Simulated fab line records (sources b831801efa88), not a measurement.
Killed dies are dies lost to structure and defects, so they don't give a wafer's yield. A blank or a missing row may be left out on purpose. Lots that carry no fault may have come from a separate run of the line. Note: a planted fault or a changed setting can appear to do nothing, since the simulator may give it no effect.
fab line records + flow sky130
record
- lots=11
- wafers=33
- lastDay=50
route steps=708 shown VT_ADJUST_HVTR@140 LDD_HVN@277 LI_CONTACT@377
lots that met no fault: taken from a fault-free run of the same line
startH: the number of hours between the record's first day and the start of the first shown wafer of the lot + waitH: hours from the lot's prior step to this one + " the same as in the row above + L1.1+2: a single row standing in for several wafers + - value missing, or start not given + * or withheld: withheld + < > ~ a bound
route shown NAME@n: NAME is a module with steps in the file, n the number in the route of the first one + usual: mean and standard deviation over wafers with no fault + same: alike in all rows + chamber/n: place in a boat + sites: readings site by site + _std_site: their standard deviation + _edge_site: inner sites' mean taken away from outer sites' mean + radiusMm: for every site, how far away it sits from the centre of the wafer + mask NAME#n: copy n + behind: the last tool/chamber to shape the wafer + hold: why the lot went on hold/how many hours it stayed there/how the hold came to an end + device: transistor that didn't switch, given as n, p or np + end of line: tests run on the same wafers once the route is complete + a step with no rows: only its recipe + killed: dies that structure and defects cost at the first sort, which is not the same as the wafer's yield + map: shows each die of a wafer: x if killed, . if not, _ if none is there
set.NAME: setting as actually run; set.NAME@STEP: the setting as run at that earlier step + model.NAME: the simulator's own value behind a step, which no gauge read
a sample of lots followed through the steps of the route, with each step as a table and each wafer as a row
services: the hour from which a tool's chamber was out of use, counted from the record's first day as startH (under 0 if before that day), plus the number of hours and why
## steps
# step SKY_VT_ADJUST_HVTR_IMPLANT_09
# recipe
- species=B
- energyKev=10
- doseCm2=2.1e+12
- tiltDeg=withheld
# usual
- doseIonsCm2=2.1003e+12/2.2e+09
- faradayCurrentUA=11.85/0.23
| lot.wafer | tool         | chamber | startH | waitH | doseIonsCm2 | faradayCurrentUA |
|-----------|--------------|---------|--------|-------|-------------|------------------|
| L521.1    | implanter-01 | 0       | 209.50 | 0.0   | 2.0971e+12  | 11.60            |
| L521.2    | "            | 0       | "      | "     | 2.0993e+12  | 11.64            |
| L521.4    | "            | 0       | "      | "     | 2.104e+12   | 12.02            |
| L523.1    | implanter-02 | 0       | 220.95 | 0.0   | 2.0991e+12  | 12.22            |
| L523.5    | "            | 0       | "      | "     | 2.0994e+12  | 11.60            |
| L523.6    | "            | 0       | "      | "     | 2.0989e+12  | 11.78            |
| L525.3    | implanter-04 | 0       | 235.75 | 0.1   | 2.1036e+12  | 11.81            |
| L525.4    | "            | 0       | "      | "     | 2.1018e+12  | 11.96            |
| L525.6    | "            | 0       | "      | "     | 2.102e+12   | 11.59            |
| L528.3    | implanter-04 | 0       | 260.99 | 0.1   | 2.0958e+12  | 11.82            |
| L528.4    | "            | 0       | "      | "     | 2.1015e+12  | 11.93            |
| L528.6    | "            | 0       | "      | "     | 2.0969e+12  | 12.15            |
| L533.1    | implanter-02 | 0       | 300.25 | 0.0   | 1.2814e+12  | 7.27             |
| L533.2    | "            | 0       | "      | "     | 1.2821e+12  | 7.45             |
| L533.3    | "            | 0       | "      | "     | 1.2838e+12  | 7.12             |
| L534.3    | implanter-02 | 0       | 302.55 | 0.1   | 1.2841e+12  | 7.04             |
| L534.4    | "            | 0       | "      | "     | 1.2845e+12  | 7.16             |
| L534.5    | "            | 0       | "      | "     | 1.2847e+12  | 7.35             |
| L537.3    | implanter-04 | 0       | 334.55 | 0.1   | 2.0991e+12  | 11.72            |
| L537.5    | "            | 0       | "      | "     | 2.0999e+12  | 12.19            |
| L537.6    | "            | 0       | "      | "     | 2.0996e+12  | 11.98            |
| L539.2    | implanter-01 | 0       | 341.12 | 0.0   | 2.1023e+12  | 11.69            |
| L539.5    | "            | 0       | "      | "     | 2.1039e+12  | 12.05            |
| L539.6    | "            | 0       | "      | "     | 2.1025e+12  | 11.82            |
| L540.1    | implanter-04 | 0       | 348.84 | 0.0   | 2.0974e+12  | 11.34            |
| L540.4    | "            | 0       | "      | "     | 2.0979e+12  | 11.78            |
| L540.6    | "            | 0       | "      | "     | 2.0949e+12  | 11.75            |
| L541.2    | implanter-01 | 0       | 359.17 | 0.0   | 2.1036e+12  | 11.34            |
| L541.3    | "            | 0       | "      | "     | 2.1018e+12  | 11.80            |
| L541.6    | "            | 0       | "      | "     | 2.102e+12   | 11.69            |
| L543.1    | implanter-02 | 0       | 375.25 | 0.0   | 2.1027e+12  | 11.68            |
| L543.4    | "            | 0       | "      | "     | 2.0984e+12  | 11.85            |
| L543.6    | "            | 0       | "      | "     | 2.1014e+12  | 12.17            |
# step SKY_VT_ADJUST_HVTR_TW_MEAS_11
# usual
- VT_ADJUST_HVTR_TW=209.9/1.1
| lot.wafer | tool         | chamber | startH | waitH | hold                    | VT_ADJUST_HVTR_TW |
|-----------|--------------|---------|--------|-------|-------------------------|-------------------|
| L521.1    | filmMetro-03 | -       | 209.75 | 0.1   | -                       | 211.1             |
| L521.2    | "            | -       | "      | "     | -                       | 212.2             |
| L521.4    | "            | -       | "      | "     | -                       | 211.5             |
| L523.1    | filmMetro-02 | -       | 221.20 | 0.1   | -                       | 209.0             |
| L523.5    | "            | -       | "      | "     | -                       | 208.7             |
| L523.6    | "            | -       | "      | "     | -                       | 208.8             |
| L525.3    | filmMetro-01 | -       | 235.97 | 0.1   | -                       | 210.1             |
| L525.4    | "            | -       | "      | "     | -                       | 210.1             |
| L525.6    | "            | -       | "      | "     | -                       | 210.6             |
| L528.3    | filmMetro-01 | -       | 261.21 | 0.1   | -                       | 209.8             |
| L528.4    | "            | -       | "      | "     | -                       | 209.6             |
| L528.6    | "            | -       | "      | "     | -                       | 209.4             |
| L533.1    | filmMetro-01 | -       | 300.50 | 0.1   | awaitDispo/0.2h/release | 182.2             |
| L533.2    | "            | -       | "      | "     | awaitDispo/0.2h/release | 183.7             |
| L533.3    | "            | -       | "      | "     | awaitDispo/0.2h/release | 183.0             |
| L533.1    | filmMetro-01 | -       | 300.79 | 0.3   | -                       | 182.8             |
| L533.2    | "            | -       | "      | "     | -                       | 183.2             |
| L533.3    | "            | -       | "      | "     | -                       | 182.9             |
| L534.3    | filmMetro-02 | -       | 302.77 | 0.1   | awaitDispo/0.2h/release | 183.5             |
| L534.4    | "            | -       | "      | "     | awaitDispo/0.2h/release | 183.2             |
| L534.5    | "            | -       | "      | "     | awaitDispo/0.2h/release | 183.0             |
| L534.3    | filmMetro-02 | -       | 302.99 | 0.2   | -                       | 184.5             |
| L534.4    | "            | -       | "      | "     | -                       | 182.7             |
| L534.5    | "            | -       | "      | "     | -                       | 183.2             |
| L537.3    | filmMetro-03 | -       | 334.77 | 0.1   | -                       | 209.7             |
| L537.5    | "            | -       | "      | "     | -                       | 210.0             |
| L537.6    | "            | -       | "      | "     | -                       | 211.0             |
| L539.2    | filmMetro-01 | -       | 341.35 | 0.1   | -                       | 208.6             |
| L539.5    | "            | -       | "      | "     | -                       | 208.3             |
| L539.6    | "            | -       | "      | "     | -                       | 210.0             |
| L540.1    | filmMetro-03 | -       | 349.09 | 0.1   | -                       | 210.8             |
| L540.4    | "            | -       | "      | "     | -                       | 210.4             |
| L540.6    | "            | -       | "      | "     | -                       | 211.1             |
| L541.2    | filmMetro-01 | -       | 359.41 | 0.1   | -                       | 209.5             |
| L541.3    | "            | -       | "      | "     | -                       | 211.5             |
| L541.6    | "            | -       | "      | "     | -                       | 209.1             |
| L543.1    | filmMetro-03 | -       | 375.50 | 0.1   | -                       | 211.0             |
| L543.4    | "            | -       | "      | "     | -                       | 211.7             |
| L543.6    | "            | -       | "      | "     | -                       | 211.7             |
# step SKY_LDD_HVN_TW_MEAS_10
# usual
- LDD_HVN_TW=1434/8
| lot.wafer | tool         | chamber | startH | waitH | LDD_HVN_TW |
|-----------|--------------|---------|--------|-------|------------|
| L521.1    | filmMetro-04 | -       | 472.46 | 0.1   | 1441       |
| L521.2    | "            | -       | "      | "     | 1442       |
| L521.4    | "            | -       | "      | "     | 1451       |
| L523.1    | filmMetro-03 | -       | 488.98 | 0.1   | 1431       |
| L523.5    | "            | -       | "      | "     | 1436       |
| L523.6    | "            | -       | "      | "     | 1432       |
| L525.3    | filmMetro-03 | -       | 501.43 | 0.1   | 1429       |
| L525.4    | "            | -       | "      | "     | 1431       |
| L525.6    | "            | -       | "      | "     | 1424       |
| L528.3    | filmMetro-03 | -       | 535.13 | 0.1   | 1447       |
| L528.4    | "            | -       | "      | "     | 1442       |
| L528.6    | "            | -       | "      | "     | 1442       |
| L533.1    | filmMetro-04 | -       | 578.71 | 0.1   | 1441       |
| L533.2    | "            | -       | "      | "     | 1440       |
| L533.3    | "            | -       | "      | "     | 1442       |
| L534.3    | filmMetro-04 | -       | 584.30 | 0.1   | 1448       |
| L534.4    | "            | -       | "      | "     | 1444       |
| L534.5    | "            | -       | "      | "     | 1436       |
| L537.3    | filmMetro-01 | -       | 619.70 | 0.1   | 1423       |
| L537.5    | "            | -       | "      | "     | 1413       |
| L537.6    | "            | -       | "      | "     | 1429       |
| L539.2    | filmMetro-04 | -       | 625.67 | 0.1   | 1430       |
| L539.5    | "            | -       | "      | "     | 1441       |
| L539.6    | "            | -       | "      | "     | 1430       |
| L540.1    | filmMetro-04 | -       | 634.08 | 0.1   | 1428       |
| L540.4    | "            | -       | "      | "     | 1424       |
| L540.6    | "            | -       | "      | "     | 1426       |
| L541.2    | filmMetro-03 | -       | 642.44 | 0.1   | 1431       |
| L541.3    | "            | -       | "      | "     | 1440       |
| L541.6    | "            | -       | "      | "     | 1434       |
| L543.1    | filmMetro-01 | -       | 654.68 | 0.1   | 1428       |
| L543.4    | "            | -       | "      | "     | 1421       |
| L543.6    | "            | -       | "      | "     | 1429       |
# step SKY_LI_CONTACT_ETCH_15
# recipe
- target=PSG
- chemistry=C4F8/O2/Ar
- stopOn=Si
- taperDeg=4.15
- maskMaterial=KrF-thick
- sourceW=1500
- biasW=1200
- pressureMtorr=40
- c4f8FlowSccm=withheld
- O2_flow_sccm=6
- Ar_flow_sccm=300
- timeS=withheld
- targetDepthA=6000
# usual
- biasW=1201/3.2
- chamberPressureMTorr=40.00/0.036
- oesProductAu=0.837/0.0047
| lot.wafer | tool       | chamber | startH | waitH | biasW | chamberPressureMTorr | oesProductAu |
|-----------|------------|---------|--------|-------|-------|----------------------|--------------|
| L521.1    | rieDiel-04 | 0       | 684.19 | 0.0   | 1200  | 40.03                | 0.841        |
| L521.2    | "          | 3       | "      | "     | 1199  | 40.01                | 0.842        |
| L521.4    | "          | 3       | "      | "     | 1201  | 40.02                | 0.839        |
| L523.1    | rieDiel-02 | 3       | 697.46 | 0.0   | 1202  | 40.00                | 0.829        |
| L523.5    | "          | 0       | "      | "     | 1198  | 40.04                | 0.845        |
| L523.6    | "          | 3       | "      | "     | 1201  | 39.99                | 0.836        |
| L525.3    | rieDiel-04 | 0       | 708.13 | 0.0   | 1200  | 40.01                | 0.828        |
| L525.4    | "          | 3       | "      | "     | 1199  | 39.94                | 0.843        |
| L525.6    | "          | 0       | "      | "     | 1196  | 39.98                | 0.840        |
| L528.3    | rieDiel-03 | 3       | 738.33 | 0.0   | 1204  | 40.03                | 0.841        |
| L528.4    | "          | 0       | "      | "     | 1200  | 39.99                | 0.841        |
| L528.6    | "          | 3       | "      | "     | 1207  | 40.02                | 0.832        |
| L533.1    | rieDiel-03 | 3       | 779.96 | 0.0   | 1199  | 39.92                | 0.831        |
| L533.2    | "          | 2       | "      | "     | 1205  | 40.01                | 0.832        |
| L533.3    | "          | 1       | "      | "     | 1194  | 39.98                | 0.843        |
| L534.3    | rieDiel-04 | 2       | 784.04 | 0.0   | 1203  | 39.99                | 0.843        |
| L534.4    | "          | 0       | "      | "     | 1200  | 40.04                | 0.837        |
| L534.5    | "          | 3       | "      | "     | 1201  | 39.97                | 0.828        |
| L537.3    | rieDiel-03 | 1       | 816.19 | 0.0   | 1204  | 40.02                | 0.842        |
| L537.5    | "          | 1       | "      | "     | 1208  | 39.97                | 0.838        |
| L537.6    | "          | 2       | "      | "     | 1202  | 39.96                | 0.840        |
| L539.2    | rieDiel-03 | 3       | 823.29 | 0.0   | 1196  | 40.04                | 0.835        |
| L539.5    | "          | 0       | "      | "     | 1200  | 40.03                | 0.830        |
| L539.6    | "          | 1       | "      | "     | 1198  | 39.96                | 0.839        |
| L540.1    | rieDiel-03 | 0       | 827.84 | 0.0   | 1202  | 39.98                | 0.833        |
| L540.4    | "          | 3       | "      | "     | 1205  | 39.99                | 0.835        |
| L540.6    | "          | 1       | "      | "     | 1199  | 39.91                | 0.833        |
| L541.2    | rieDiel-02 | 3       | 837.94 | 0.0   | 1200  | 39.96                | 0.833        |
| L541.3    | "          | 0       | "      | "     | 1199  | 39.94                | 0.843        |
| L541.6    | "          | 2       | "      | "     | 1199  | 40.00                | 0.833        |
| L543.1    | rieDiel-04 | 0       | 848.29 | 0.0   | 1208  | 40.02                | 0.832        |
| L543.4    | "          | 3       | "      | "     | 1199  | 39.97                | 0.827        |
| L543.6    | "          | 3       | "      | "     | 1199  | 40.08                | 0.840        |
# step SKY_LI_CONTACT_CMP_24
# recipe
- stopOn=PSG
- tOverpolishS=20
- downForcePsi=3.5
- platenRpm=60
- targetThkNm=0
- padVelocityMS=0.94248
# usual
- edgeZonePressureFrac=1.000/0.0047
- headPressurePsi=3.500/0.0076
- motorCurrentA=11.0/0.96
- overpolishRunS=20.000/0.0084
- platenRpm=60.00/0.046
- timeToEndpointS=94/4
| lot.wafer | tool   | chamber | startH | waitH | edgeZonePressureFrac | headPressurePsi | motorCurrentA | overpolishRunS | platenRpm | timeToEndpointS |
|-----------|--------|---------|--------|-------|----------------------|-----------------|---------------|----------------|-----------|-----------------|
| L521.2    | cmp-01 | 3       | 685.11 | 0.1   | 1.001                | 3.505           | 9.9           | 20.007         | 60.10     | 89              |
| L521.4    | "      | 0       | "      | "     | 0.997                | 3.499           | 9.9           | 19.994         | 60.00     | 91              |
| L521.1    | "      | 1       | "      | "     | 0.999                | 3.504           | 11.5          | 20.012         | 60.08     | 87              |
| L523.1    | cmp-01 | 2       | 698.28 | 0.1   | 1.005                | 3.493           | 10.4          | 19.995         | 59.95     | 95              |
| L523.5    | "      | 2       | "      | "     | 0.995                | 3.505           | 10.3          | 19.997         | 59.96     | 95              |
| L523.6    | "      | 3       | "      | "     | 1.010                | 3.484           | 10.8          | 19.997         | 60.01     | 92              |
| L525.4    | cmp-01 | 1       | 709.06 | 0.1   | 1.000                | 3.505           | 11.5          | 19.997         | 59.98     | 89              |
| L525.3    | "      | 2       | "      | "     | 0.997                | 3.507           | 10.4          | 20.001         | 60.11     | 96              |
| L525.6    | "      | 3       | "      | "     | 0.995                | 3.496           | 10.1          | 19.991         | 59.97     | 90              |
| L528.4    | cmp-01 | 1       | 739.17 | 0.0   | 0.995                | 3.515           | 11.4          | 19.999         | 59.99     | 85              |
| L528.3    | "      | 2       | "      | "     | 0.994                | 3.495           | 10.5          | 19.989         | 60.01     | 96              |
| L528.6    | "      | 1       | "      | "     | 1.009                | 3.502           | 11.4          | 19.993         | 59.94     | 91              |
| L533.1    | cmp-01 | 0       | 780.82 | 0.1   | 0.998                | 3.499           | 10.3          | 19.987         | 60.00     | 101             |
| L533.3    | "      | 1       | "      | "     | 1.003                | 3.514           | 12.0          | 19.990         | 59.93     | 96              |
| L533.2    | "      | 2       | "      | "     | 1.002                | 3.485           | 9.8           | 20.026         | 60.01     | 94              |
| L534.3    | cmp-02 | 0       | 784.86 | 0.0   | 0.999                | 3.509           | 11.6          | 20.026         | 60.03     | 102             |
| L534.4    | "      | 2       | "      | "     | 0.999                | 3.500           | 12.3          | 20.010         | 60.02     | 96              |
| L534.5    | "      | 0       | "      | "     | 0.997                | 3.507           | 11.9          | 20.014         | 59.97     | 98              |
| L537.3    | cmp-02 | 1       | 817.16 | 0.2   | 1.004                | 3.513           | 11.8          | 20.004         | 60.02     | 96              |
| L537.5    | "      | 2       | "      | "     | 0.999                | 3.508           | 12.7          | 19.994         | 59.95     | 94              |
| L537.6    | "      | 3       | "      | "     | 0.997                | 3.485           | 9.9           | 20.005         | 60.01     | 94              |
| L539.2    | cmp-02 | 3       | 824.13 | 0.0   | 0.993                | 3.506           | 10.0          | 19.996         | 60.00     | 99              |
| L539.5    | "      | 3       | "      | "     | 0.995                | 3.508           | 10.0          | 20.006         | 59.98     | 88              |
| L539.6    | "      | 0       | "      | "     | 1.000                | 3.487           | 11.8          | 19.990         | 60.03     | 100             |
| L540.4    | cmp-02 | 2       | 828.76 | 0.1   | 1.005                | 3.480           | 13.2          | 19.994         | 60.01     | 91              |
| L540.1    | "      | 3       | "      | "     | 0.994                | 3.488           | 9.9           | 20.016         | 60.05     | 97              |
| L540.6    | "      | 1       | "      | "     | 1.000                | 3.495           | 11.9          | 20.000         | 59.90     | 98              |
| L541.3    | cmp-01 | 0       | 838.81 | 0.1   | 1.009                | 3.505           | 10.3          | 20.001         | 60.02     | 89              |
| L541.2    | "      | 1       | "      | "     | 0.992                | 3.499           | 11.7          | 20.000         | 60.01     | 92              |
| L541.6    | "      | 0       | "      | "     | 1.001                | 3.507           | 10.3          | 19.994         | 59.99     | 93              |
| L543.4    | cmp-01 | 2       | 849.13 | 0.0   | 0.997                | 3.503           | 10.6          | 20.001         | 60.00     | 99              |
| L543.1    | "      | 1       | "      | "     | 0.997                | 3.508           | 11.0          | 20.021         | 59.97     | 92              |
| L543.6    | "      | 3       | "      | "     | 0.997                | 3.502           | 10.6          | 19.992         | 59.95     | 97              |
## services
| tool       | chamber | startH | hours | kind   |
|------------|---------|--------|-------|--------|
| cmp-01     | -       | 186.51 | 0.2   | repair |
| cmp-01     | -       | 203.60 | 1.0   | repair |
| rieDiel-03 | 3       | 204.40 | 8.7   | repair |
| rieDiel-03 | 1       | 220.16 | 8.2   | repair |
| cmp-01     | -       | 266.44 | 1.4   | repair |
| rieDiel-03 | 0       | 280.10 | 1.9   | repair |
| rieDiel-03 | -       | 282.09 | 0.9   | repair |
| cmp-01     | -       | 285.92 | 2.4   | repair |
| rieDiel-03 | 1       | 293.23 | 4.3   | repair |
| cmp-01     | -       | 340.64 | 2.3   | repair |
| rieDiel-03 | 3       | 346.39 | 8.7   | repair |
| cmp-01     | -       | 404.00 | 4.0   | pm     |
| cmp-01     | -       | 481.60 | 2.3   | repair |
| cmp-01     | -       | 485.58 | 1.6   | repair |
| rieDiel-03 | 1       | 507.04 | 13.8  | repair |
| cmp-01     | -       | 521.00 | 4.7   | repair |
| cmp-01     | -       | 532.93 | 4.3   | pm     |
| cmp-01     | -       | 569.25 | 5.2   | pm     |
| cmp-01     | -       | 575.56 | 0.4   | repair |
| cmp-01     | -       | 577.46 | 3.5   | repair |
| cmp-01     | -       | 659.33 | 15.2  | repair |
| cmp-01     | -       | 676.32 | 0.6   | repair |
| cmp-01     | -       | 744.00 | 4.0   | pm     |
| cmp-01     | -       | 817.86 | 3.6   | repair |
## key
firstSign
- step=SKY_VT_ADJUST_HVTR_IMPLANT_09
- reading=doseIonsCm2
- direction=down
- sigmas=99+
- usual=*
- struck=*
effect
- step=SKY_VT_ADJUST_HVTR_IMPLANT_09
- reading=faradayCurrentUA
- direction=down
- sigmas=20
- usual=11.85
- struck=7.23
effect
- step=SKY_VT_ADJUST_HVTR_TW_MEAS_11
- reading=visit
- direction=added
effect
- step=SKY_VT_ADJUST_HVTR_TW_MEAS_11
- reading=VT_ADJUST_HVTR_TW
- direction=down
- sigmas=25
- usual=209.9
- struck=183.1
metAt SKY_VT_ADJUST_HVTR_IMPLANT_09
struckLots L533,L534
testerLeftOut L533,L534
notActingAt SKY_LDD_HVN_TW_MEAS_10,SKY_LI_CONTACT_ETCH_15,SKY_LI_CONTACT_CMP_24
onsetBetween 220.95 300.25
fault
- kind=processParameterDrift
- tool=implanter-02
- chamber=-
- onsetH=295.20
- steps=SKY_VT_ADJUST_HVTR_IMPLANT_09
- channel=doseCm2
- offset=*
- shape=step
- endH=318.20
- actsIn=*
- stated=*
# testerLeftOut: of these lots the tester's yield and bins aren't shown, on N5 and GAA mostly nor the transistor test; their killed dies are dies lost to structure and defects alone, not to doping, threshold or leakage, so they don't give the yield
